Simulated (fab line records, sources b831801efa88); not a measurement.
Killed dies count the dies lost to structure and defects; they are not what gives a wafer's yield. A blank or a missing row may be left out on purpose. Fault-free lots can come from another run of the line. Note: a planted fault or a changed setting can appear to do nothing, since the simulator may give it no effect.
fab line records    flow sky130
record: lots: 12  wafers: 36  last-day: 50
route steps=708 shown CONTACT@424 VIA1@471 METAL2@484 METAL3@533 PAD_OPEN@708
lots that met no fault: taken from a fault-free run of the same line
start-h: hours from the record's opening day to when the first of the lot's shown wafers began    wait-h: how many hours have passed since the lot's step before this one    " the same as in the row above    L1.1+2: several wafers, shown together as one row    - either no value or no given start    * or withheld: withheld    < > ~ a bound
route shown NAME@n: a module of which the file shows steps, and the number in the route of the first    usual: the fault-free wafers' mean and standard deviation    same: alike in all rows    chamber/n: place in a boat    sites: readings site by site    _std_site: the standard deviation of these    _edge_site: the outer-site mean with the inner-site mean subtracted    radius-mm: for every site, how far away it sits from the centre of the wafer    mask NAME#n: copy n    behind: the tool/chamber that last shaped the wafer    hold: why the lot was held/for how many hours/how that ended    device: which transistor (n, p or np) failed to switch    end of line: tests of these same wafers at the route's end    step lacking rows: just its recipe    killed: count of dies lost to structure and defects at first sort (not the wafer's yield)    map: the dies of a wafer, with x for killed, . for not killed, _ for no die there
set.NAME: the run value of the setting; set.NAME@STEP: its run value at that earlier step    model.NAME: the simulator's own value behind a step, which no gauge read
route steps across a sampled set of lots; one table per step, one row per wafer
services: the hour from which a tool's chamber was out of use, counted from the record's first day as start-h (under 0 if before that day), plus the number of hours and why
== steps ==
step: SKY_CONTACT_ETCH_18
recipe: target: Si3N4  chemistry: CHF3/O2  stop-on: TiN  source-w: 600  bias-w: 200  pressure-mtorr: 40  chf3-flow-sccm: 50  O2_flow_sccm: 5  time-s: 39  target-depth-a: 750
usual: chamber-pressure-mTorr: 40.00/0.036  drypump-motor-current-A: 5.6/0.48  oes-product-au: 0.854/0.0082  throttle-valve-pct: 8.793/0.0085
lot.wafer  tool         chamber  start-h  wait-h  chamber-pressure-mTorr  drypump-motor-current-A  oes-product-au  rf-hours-counter-h  throttle-valve-pct
L940.2     rie-diel-03  2        -        -       40.00                   5.1                      0.847           5                   8.788
L940.4     "            1        "        "       39.98                   5.5                      0.858           6                   8.801
L940.5     "            3        "        "       39.99                   5.5                      0.862           -                   8.795
L943.1     rie-diel-01  3        -        -       40.05                   6.2                      0.851           24                  8.781
L943.3     "            2        "        "       39.93                   5.5                      0.842           7                   8.807
L943.6     "            2        "        "       40.03                   5.4                      0.850           -                   8.785
L945.2     rie-diel-03  1        -        -       40.01                   5.5                      0.851           7                   8.792
L945.5     "            1        "        "       39.92                   5.5                      0.859           -                   8.789
L945.6     "            2        "        "       39.92                   5.1                      0.863           -                   8.803
L944.3     rie-diel-02  3        -        -       40.00                   5.7                      0.864           9                   8.792
L944.5     "            0        "        "       39.98                   5.0                      0.864           -                   8.807
L944.6     "            3        "        "       39.96                   5.7                      0.863           -                   8.795
L946.2     rie-diel-03  3        -        -       40.03                   5.5                      0.849           14                  8.801
L946.4     "            2        "        "       39.97                   5.1                      0.862           -                   8.784
L946.6     "            1        "        "       40.03                   5.5                      0.852           -                   8.797
L949.2     rie-diel-02  3        -        -       40.00                   5.7                      0.844           10                  8.808
L949.4     "            1        "        "       40.03                   5.2                      0.862           3                   8.796
L949.5     "            3        "        "       40.02                   5.7                      0.853           -                   8.796
L951.1     rie-diel-01  1        -        -       39.94                   5.0                      0.841           1                   8.788
L951.2     "            2        "        "       39.97                   5.5                      0.847           9                   8.793
L951.4     "            3        "        "       39.95                   6.1                      0.842           26                  8.799
L952.4     rie-diel-03  0        -        -       39.99                   6.6                      0.861           22                  8.800
L952.5     "            1        "        "       40.03                   5.5                      0.865           -                   8.801
L952.6     "            0        "        "       39.97                   6.6                      0.872           -                   8.795
L953.1     rie-diel-03  3        -        -       40.00                   5.5                      0.846           15                  8.802
L953.5     "            1        "        "       40.04                   5.5                      0.859           -                   8.780
L953.6     "            0        "        "       39.96                   6.6                      0.860           -                   8.795
L957.2     rie-diel-03  3        -        -       40.02                   5.5                      0.855           16                  8.778
L957.3     "            0        "        "       39.96                   6.6                      0.860           23                  8.794
L957.4     "            1        "        "       40.02                   5.5                      0.854           10                  8.799
L958.1     rie-diel-02  3        -        -       40.02                   5.7                      0.848           12                  8.779
L958.4     "            2        "        "       40.01                   6.2                      0.854           9                   8.780
L958.5     "            2        "        "       39.95                   6.2                      0.859           -                   8.787
L961.1     rie-diel-03  1        -        -       40.03                   5.5                      0.857           11                  8.793
L961.3     "            0        "        "       39.99                   6.6                      0.866           24                  8.779
L961.5     "            3        "        "       39.99                   5.5                      0.858           -                   8.802
step: SKY_VIA1_OVL_MEAS_13
usual: VIA1_OVL: 3/5.9
lot.wafer  tool        chamber  start-h  wait-h  VIA1_OVL[nm]
L940.2     overlay-02  -        781.89   0.1     2
L940.4     "           -        "        "       1
L940.5     "           -        "        "       12
L943.1     overlay-01  -        827.17   0.1     0
L943.3     "           -        "        "       0
L943.6     "           -        "        "       7
L945.2     overlay-01  -        837.44   0.1     5
L945.5     "           -        "        "       -6
L945.6     "           -        "        "       -1
L944.3     overlay-01  -        838.09   0.1     -4
L944.5     "           -        "        "       -8
L944.6     "           -        "        "       -9
L946.2     overlay-02  -        844.23   0.1     5
L946.4     "           -        "        "       8
L946.6     "           -        "        "       8
L949.2     overlay-02  -        871.74   0.1     7
L949.4     "           -        "        "       5
L949.5     "           -        "        "       -1
L951.1     overlay-01  -        884.83   0.1     3
L951.2     "           -        "        "       -3
L951.4     "           -        "        "       -4
L952.4     overlay-02  -        890.55   0.1     1
L952.5     "           -        "        "       8
L952.6     "           -        "        "       7
L953.1     overlay-01  -        895.42   0.1     2
L953.5     "           -        "        "       13
L953.6     "           -        "        "       9
L957.2     overlay-02  -        925.04   0.1     1
L957.3     "           -        "        "       -6
L957.4     "           -        "        "       2
L958.1     overlay-01  -        946.52   0.1     12
L958.4     "           -        "        "       9
L958.5     "           -        "        "       8
L961.1     overlay-02  -        955.32   0.1     -7
L961.3     "           -        "        "       -3
L961.5     "           -        "        "       3
step: SKY_METAL2_SPUTTER_01
recipe: material: TiN  target-thk-nm: 20  power-w: 6500  time-s: 16.7  chamber-pressure-pa: 0.4
usual: cathode-dc-power-W: 6500.1/1.2  chamber-pressure-pa: 0.3999/0.00085  throttle-valve-pct: 29.5/1.2
lot.wafer  tool            chamber  start-h  wait-h  cathode-dc-power-W  chamber-pressure-pa  throttle-valve-pct
L940.2     pvd-sputter-03  -        783.27   0.0     6499.8              0.4008               29.8
L940.4     "               -        "        "       6499.9              0.3986               27.6
L940.5     "               -        "        "       6499.6              0.3988               27.8
L943.1     pvd-sputter-04  -        828.54   0.0     6503.9              0.3999               30.5
L943.3     "               -        "        "       6501.3              0.3990               29.6
L943.6     "               -        "        "       6499.9              0.3999               29.2
L945.2     pvd-sputter-04  -        838.86   0.0     6499.8              0.3988               30.3
L945.5     "               -        "        "       6499.1              0.3997               29.1
L945.6     "               -        "        "       6498.3              0.3997               30.8
L944.3     pvd-sputter-02  -        839.52   0.0     6499.5              0.3994               28.5
L944.5     "               -        "        "       6502.9              0.3993               28.5
L944.6     "               -        "        "       6498.7              0.3991               31.9
L946.2     pvd-sputter-04  -        845.63   0.0     6500.5              0.3993               29.9
L946.4     "               -        "        "       6500.5              0.4006               29.1
L946.6     "               -        "        "       6499.7              0.4002               27.5
L949.2     pvd-sputter-03  -        873.10   0.0     6498.8              0.4010               30.1
L949.4     "               -        "        "       6498.9              0.3995               29.5
L949.5     "               -        "        "       6501.0              0.3999               27.6
L951.1     pvd-sputter-03  -        886.30   0.0     6499.7              0.4004               27.7
L951.2     "               -        "        "       6500.2              0.3993               29.4
L951.4     "               -        "        "       6499.1              0.3988               30.0
L952.4     pvd-sputter-03  -        892.26   0.0     6501.6              0.4006               29.8
L952.5     "               -        "        "       6498.6              0.4002               30.1
L952.6     "               -        "        "       6501.6              0.4015               29.3
L953.1     pvd-sputter-04  -        896.86   0.0     6499.5              0.3997               29.1
L953.5     "               -        "        "       6501.2              0.4000               30.5
L953.6     "               -        "        "       6500.0              0.3992               29.0
L957.2     pvd-sputter-03  -        926.41   0.0     6499.9              0.4000               29.7
L957.3     "               -        "        "       6500.4              0.4014               27.8
L957.4     "               -        "        "       6499.0              0.4003               29.3
L958.1     pvd-sputter-02  -        947.89   0.0     6498.1              0.4009               30.8
L958.4     "               -        "        "       6500.2              0.4003               30.5
L958.5     "               -        "        "       6499.1              0.3998               30.3
L961.1     pvd-sputter-02  -        956.69   0.0     6502.8              0.3998               28.4
L961.3     "               -        "        "       6500.6              0.3983               31.1
L961.5     "               -        "        "       6500.1              0.4005               32.1
step: SKY_METAL3_SPUTTER_01
recipe: material: TiN  target-thk-nm: 20  power-w: 6500  time-s: 16.7  chamber-pressure-pa: 0.4
usual: cathode-dc-power-W: 6500.2/1.2  chamber-pressure-pa: 0.4000/0.00084  throttle-valve-pct: 29.9/1.1
lot.wafer  tool            chamber  start-h  wait-h  cathode-dc-power-W  chamber-pressure-pa  throttle-valve-pct
L940.2     pvd-sputter-02  -        838.52   0.0     6498.5              0.4005               28.5
L940.4     "               -        "        "       6500.8              0.3999               32.2
L940.5     "               -        "        "       6499.5              0.3994               30.5
L943.1     pvd-sputter-03  -        883.60   0.0     6502.4              0.3999               27.7
L943.3     "               -        "        "       6500.2              0.4003               30.2
L943.6     "               -        "        "       6499.8              0.3993               30.2
L945.2     pvd-sputter-02  -        893.72   0.0     6500.5              0.3991               32.0
L945.5     "               -        "        "       6501.0              0.3990               30.5
L945.6     "               -        "        "       6499.3              0.4019               30.8
L944.3     pvd-sputter-03  -        894.41   0.0     6502.0              0.3992               29.6
L944.5     "               -        "        "       6501.3              0.4001               30.3
L944.6     "               -        "        "       6498.3              0.4006               29.7
L946.2     pvd-sputter-03  -        899.71   0.0     6499.9              0.4004               29.4
L946.4     "               -        "        "       6500.0              0.3996               27.8
L946.6     "               -        "        "       6500.4              0.3997               29.3
L949.2     pvd-sputter-01  -        926.74   0.0     6498.8              0.4008               29.5
L949.4     "               -        "        "       6497.1              0.3989               30.9
L949.5     "               -        "        "       6500.5              0.3993               28.9
L951.1     pvd-sputter-03  -        939.86   0.0     -                   -                    -
L951.2     "               -        "        "       -                   -                    -
L951.4     "               -        "        "       -                   -                    -
L952.4     pvd-sputter-03  -        945.05   0.0     -                   -                    -
L952.5     "               -        "        "       -                   -                    -
L952.6     "               -        "        "       -                   -                    -
L953.1     pvd-sputter-03  -        949.42   0.0     -                   -                    -
L953.5     "               -        "        "       -                   -                    -
L953.6     "               -        "        "       -                   -                    -
L957.2     pvd-sputter-03  -        978.42   0.0     6500.1              0.3993               29.7
L957.3     "               -        "        "       6499.5              0.4009               27.7
L957.4     "               -        "        "       6499.4              0.4001               29.2
L958.1     pvd-sputter-03  -        998.83   0.0     6497.1              0.4005               29.6
L958.4     "               -        "        "       6501.3              0.3992               30.3
L958.5     "               -        "        "       6500.0              0.4001               29.9
L961.1     pvd-sputter-03  -        1007.16  0.0     6500.4              0.4011               30.1
L961.3     "               -        "        "       6497.8              0.4007               29.8
L961.5     "               -        "        "       6499.3              0.3998               29.1
step: SKY_PAD_OPEN_PROBE_99
usual: defect-limited-yield: 82.5/1.9  killed_at_M0_to_M3: 43/6.6  killed_at_M4_up: 3.0/1.8  killed-at-contacts: 24/5.1  killed-at-front-end: 16/4.5  killed-at-other: 0.3/0.67  killed-dies: 86/9.3  killed-open: 47/6.9  killed-short: 39/6.6  sort_bin_3_pad_short: 0.9/0.41  sort_bin_5_function: 10.4/1.4  sort_bin_6_memory: 6.2/1.1  sort-n-pass: 406/9.3  sort-yield-pct: 82.5/1.9
same: gross-dies: 492  killed-at-back-side: 0  sort_bin_4_leakage[%]: 0  sort_bin_8_speed[%]: 0
lot.wafer  tool       chamber  start-h  wait-h  defect-limited-yield[%]  killed_at_M0_to_M3  killed_at_M4_up  killed-at-contacts  killed-at-front-end  killed-at-other  killed-dies  killed-open  killed-short  sort_bin_3_pad_short[%]  sort_bin_5_function[%]  sort_bin_6_memory[%]  sort-n-pass  sort-yield-pct[%]
L949.2     prober-02  -        1134.74  0.1     84.3                     38                  1                20                  18                   0                77           36           40            1.6                      8.5                     5.5                   415          84.3
L949.4     prober-02  -        1134.84  0.2     85.8                     26                  7                23                  14                   0                70           39           31            0                        8.9                     5.3                   422          85.8
L949.5     prober-02  -        1134.89  0.2     80.3                     52                  3                25                  17                   0                97           57           39            1.0                      13.0                    5.7                   395          80.3
killed by level:class
L949.2 CONTACT:geometric-particle:open=8 VIA1:geometric-particle:open=7 POLY_GATE:geometric-particle:short=6 LI_CONTACT:geometric-particle:open=5 METAL1:geometric-particle:short=5 VIA3:geometric-particle:open=5 FIELD_ISO:geometric-particle:short=4 METAL2:geometric-particle:short=4
L949.4 VIA1:geometric-particle:open=10 CONTACT:geometric-particle:open=9 FIELD_ISO:geometric-particle:open=6 LI_CONTACT:geometric-particle:open=6 METAL2:geometric-particle:short=5 CONTACT:geometric-particle:short=4 METAL1:geometric-particle:short=4 POLY_GATE:geometric-particle:short=3
L949.5 VIA1:geometric-particle:open=17 CONTACT:geometric-particle:open=8 VIA2:geometric-particle:open=8 VIA3:geometric-particle:open=7 LI_CONTACT:geometric-particle:open=5 CONTACT:geometric-particle:short=5 VIA1:geometric-particle:short=5 METAL1:geometric-particle:short=4
== services ==
tool            chamber  start-h  hours  kind
pvd-sputter-03  -        703.65   0.5    repair
pvd-sputter-03  -        712.58   5.7    repair
rie-diel-02     0        727.56   19.6   repair
rie-diel-03     -        752.99   15.6   pm
rie-diel-03     0        784.59   11.3   repair
rie-diel-01     0        795.23   2.7    repair
rie-diel-02     1        797.83   3.8    repair
pvd-sputter-04  -        803.63   4.1    repair
rie-diel-03     1        816.81   5.8    repair
pvd-sputter-03  -        821.30   1.0    repair
rie-diel-01     -        825.19   2.8    pm
rie-diel-02     -        826.96   4.3    pm
pvd-sputter-03  -        844.45   10.9   repair
pvd-sputter-04  -        848.05   0.5    repair
pvd-sputter-04  -        885.90   6.6    repair
rie-diel-03     0        886.47   6.3    repair
pvd-sputter-02  -        897.00   0.5    repair
rie-diel-02     2        903.09   1.9    repair
rie-diel-03     2        903.91   3.3    repair
pvd-sputter-02  -        935.76   6.9    repair
rie-diel-03     1        948.92   5.3    repair
pvd-sputter-02  -        952.41   2.5    repair
pvd-sputter-04  -        964.62   3.7    repair
rie-diel-03     3        971.64   1.4    repair
== key ==
first-sign: step: SKY_METAL3_SPUTTER_01  reading: tool-record  direction: missing
effect none on later readings
met-at SKY_METAL3_SPUTTER_01
struck-lots L951,L952,L953
not-acting-at SKY_CONTACT_ETCH_18,SKY_VIA1_OVL_MEAS_13,SKY_METAL2_SPUTTER_01
onset-between 899.71 939.86
fault: kind: skipped-step-whole  tool: pvd-sputter-03  chamber: -  onset-h: 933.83  steps: SKY_METAL3_SPUTTER_01  scope: struck-lots-only
